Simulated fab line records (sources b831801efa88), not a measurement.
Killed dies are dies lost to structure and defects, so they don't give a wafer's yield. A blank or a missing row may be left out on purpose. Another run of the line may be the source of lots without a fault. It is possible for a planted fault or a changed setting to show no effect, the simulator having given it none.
Struck lot and sound lot, side by side + flow sky130 + 22 steps out of a route of 708
Sound: the wafers L710.1, L710.4, L710.5. Wafers struck: L727.3, L727.4, L727.6. At the end, the cause is stated.
Order at every step that has rows: each side's tool, ch and its chambers, its first start. Under that, the readings that differ: sound wafers + struck wafers + difference of the means + sigmas: that difference in standard deviations of wafers without a fault.
alike: readings with means less than 2 such deviations apart, plus words and numbers identical on both sides. not compared: withheld readings, readings lacking a value on some wafer, bounds such as >300 that could conceal the same value, and numbers that have no deviation in the record and whose values overlap.
The two part at a step that has a row with sigmas, a row that says differs or no value, or rows on one side only. Numbers that don't overlap but have no deviation are shown without sigmas and don't part them. A reading missing from all wafers of one side parts the sides only when that side holds two or more wafers.

first, 6 steps without rows for these wafers: SKY_VT_ADJUST_LVTN_HMDS_01 (prime time 60 s); SKY_VT_ADJUST_LVTN_COAT_02 (resist thk 3000 nm); SKY_VT_ADJUST_LVTN_SOFTBAKE_03; SKY_VT_ADJUST_LVTN_EXPOSE_04 (exposes mask NWM COMPLEMENT LESS NATIVE, target cd 840 nm); SKY_VT_ADJUST_LVTN_PEB_05; SKY_VT_ADJUST_LVTN_DEVELOP_06 (develop time 60 s).
SKY_VT_ADJUST_LVTN_OVL_MEAS_07:
  sound: overlay-01 at day 7 20:02; struck: overlay-01 at day 12 06:35
  alike: VT_ADJUST_LVTN_OVL
then, 1 step without rows for these wafers: SKY_VT_ADJUST_LVTN_IMPLANT_08.
SKY_VT_ADJUST_LVTN_STRIP_09: strips in O2/N2.
  sound on plasma_asher-02 ch 1, day 7 20:13; struck on plasma_asher-01 ch 0,1, day 12 06:48
  alike: drypump_motor_current_A, oes_product_au, strip_time_to_endpoint_s
  not compared: rf_hours_counter_h
SKY_VT_ADJUST_LVTN_TW_MEAS_10:
  sound: film_metro-01 at day 7 20:19; struck: film_metro-03 at day 12 06:53
  alike: VT_ADJUST_LVTN_TW
then, 2 steps without rows for these wafers: SKY_VT_ADJUST_LVTN_DEHYDRATE_11 (time 60 s); SKY_VT_ADJUST_LVTN_HMDS_12 (prime time 60 s).
SKY_VT_ADJUST_LVTN_COAT_13: resist thk 1140 nm.
  sound on litho_track-03 ch 0, day 8 06:47; struck on litho_track-03 ch 0, day 12 18:50
| reading                                             | sound          | struck         | difference | sigmas |
|-----------------------------------------------------|----------------|----------------|------------|--------|
| model.NOVOLAK_of_VT_ADJUST_LVTN_COAT_13.thk_nm (nm) | 1137 1137 1136 | 1192 1193 1192 | +56        |        |
  alike: dispense_pressure_kPa
then, 3 steps without rows for these wafers: SKY_VT_ADJUST_LVTN_SOFTBAKE_14 (time 60 s); SKY_VT_ADJUST_LVTN_EXPOSE_15 (exposes mask HVN STD DERIVED, target cd 600 nm); SKY_VT_ADJUST_LVTN_PEB_16.
SKY_VT_ADJUST_LVTN_DEVELOP_17: develop time 60 s.
  sound on litho_track-03 ch 0, day 8 17:11; struck on litho_track-03 ch 0, day 13 07:32
| reading                                             | sound          | struck         | difference | sigmas |
|-----------------------------------------------------|----------------|----------------|------------|--------|
| model.NOVOLAK_of_VT_ADJUST_LVTN_COAT_13.thk_nm (nm) | 1136 1137 1136 | 1191 1192 1192 | +55        |        |
SKY_VT_ADJUST_LVTN_OVL_MEAS_18:
  sound: overlay-01 at day 8 17:20; struck: overlay-01 at day 13 07:39
  alike: VT_ADJUST_LVTN_01_OVL
then, 1 step without rows for these wafers: SKY_VT_ADJUST_LVTN_IMPLANT_19.
SKY_VT_ADJUST_LVTN_STRIP_20: strips in O2/N2.
  sound on plasma_asher-03 ch 0,1, day 8 17:31; struck on plasma_asher-02 ch 0,1, day 13 07:52
| reading                      | sound             | struck            | difference | sigmas |
|------------------------------|-------------------|-------------------|------------|--------|
| strip_time_to_endpoint_s (s) | 14.13 14.14 14.15 | 14.74 14.76 14.76 | +0.61      | +14    |
  alike: drypump_motor_current_A, oes_product_au
  not compared: rf_hours_counter_h
SKY_VT_ADJUST_LVTN_TW_MEAS_21:
  sound: film_metro-01 at day 8 17:37; struck: film_metro-01 at day 13 07:56
  alike: VT_ADJUST_LVTN_2_TW
-- the record jumps here: 37 days lie between the struck wafers' starts before and after (it left off in module VT_ADJUST_LVTN and takes up again in module PAD_OPEN, whose first step shown is number 708 of the route) --
SKY_PAD_OPEN_PROBE_99:
  sound: prober-01 at day 46 14:27; struck: prober-02 at day 50 07:46
  alike: killed_at_M0_to_M3, killed_at_M4_up, killed_at_contacts, killed_at_front_end, killed_at_other, killed_dies, killed_open, killed_short

WHERE THEY PART
Only at SKY_VT_ADJUST_LVTN_STRIP_20, as far as this record shows. Later steps at which nothing parts them and some readings are alike: SKY_VT_ADJUST_LVTN_TW_MEAS_21, SKY_PAD_OPEN_PROBE_99.

WHY: the cause the simulator had injected
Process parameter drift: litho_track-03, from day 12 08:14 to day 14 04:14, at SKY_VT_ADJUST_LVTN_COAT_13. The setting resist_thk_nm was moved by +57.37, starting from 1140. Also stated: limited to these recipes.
